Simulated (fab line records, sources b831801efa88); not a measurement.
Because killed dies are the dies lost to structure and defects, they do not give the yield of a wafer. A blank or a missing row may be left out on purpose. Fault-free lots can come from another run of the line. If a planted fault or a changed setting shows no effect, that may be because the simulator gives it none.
Code-filled problem report in 8D (eight disciplines) form -- flow gf180mcu -- the parts of the form that need people (team, actions taken, sign-off) are left out

## 1. PROBLEM STATEMENT
chamber pressure pa at GF_MIM_SPUTTER_04 reads a mean of 0.3179 Pa on 1 wafer of 1 lot; wafers without a fault read 0.3998 Pa with a standard deviation of 0.00075. That is -99 or more standard deviations from the usual mean.
The step: material TiN, target thk 50 nm, time 41.7 s.
First observed at day 28 11:48: wafer L768.1, on pvd sputter-01. The record has a number at this step for 39 wafers belonging to 13 lots. By rule, "out" or "out of limits" means more than 4 standard deviations away from the usual mean. The rest of the wafers with a number are treated as sound.

## 2. WHAT IT IS AND WHAT IT IS NOT
question,is,is not
which readings at this step,"chamber pressure pa, throttle valve pct",-
which lots,L768,"L755, L756, L757, L758, L759, L763, L772, L773, L774, L775, L777, L778"
which wafers of those lots,L768.1,"L768.5, L768.6"
read on which tools,pvd sputter-01,"pvd sputter-03, pvd sputter-04"
when,from day 28 11:48,"up to then (20 sound wafers); but 18 sound wafers of L772, L773, L774, L775, L777, L778 came after"

## 3. THE SUSPECTS, EACH WITH WHAT RULES IT OUT
Counting: a tool at a process step up to the reading stays a suspect if it ran every lot that is out. Sound lots after the first of them don't rule it out here, since some wafers of a struck lot are sound.
- cvd w-02 at GF_V3_CVD_23 (deposits W, target thk 350 nm, time 104.9 s): kept. The lot that is out, L768, ran on it at day 26 15:03; the last sound lot it ran before that was L763, at day 25 02:21.
- pvd sputter-01 at GF_MIM_SPUTTER_04 (material TiN, target thk 50 nm, time 41.7 s): kept. The lot that is out, L768, ran on it at day 28 11:48; the last sound lot it ran before that was L759, at day 25 15:17. Its own chamber pressure pa, throttle valve pct readings are out on those wafers.
After counting, cvd w-02 at GF_V3_CVD_23 and pvd sputter-01 at GF_MIM_SPUTTER_04 remain.

## 4. THE CAUSE (what the simulator had put in)
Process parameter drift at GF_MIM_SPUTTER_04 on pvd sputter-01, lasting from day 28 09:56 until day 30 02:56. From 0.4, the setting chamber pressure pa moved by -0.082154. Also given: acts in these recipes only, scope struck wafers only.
Counting left 2 suspects, and this tool is among them.

## 5. SEQUENCE OF EFFECTS, ordered by route
One row per reading whose mean, taken over the struck wafers that have a number, lies over 3 standard deviations from the usual. Only readings for which the record gives a usual standard deviation are gone through. hours: the time from each lot's start at the first step in this table that gives one to its start at this step, as a median over the lots. sigmas: the change in usual standard deviations.
hours,step,reading,usual,on struck wafers,change,sigmas
0,GF_MIM_SPUTTER_04,chamber pressure pa,0.3998 Pa,0.3179,-0.0819,-99 or more
0,GF_MIM_SPUTTER_04,throttle valve pct,30.1 %,34.2,+4.1,+4.7
Here are the process steps it includes:
- GF_MIM_SPUTTER_04: material TiN, target thk 50 nm, time 41.7 s.

## 6. WHAT WOULD HAVE CAUGHT IT SOONER
The fault began at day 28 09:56; the first out-of-limits reading in this record came at day 28 11:48, 2 hours later.
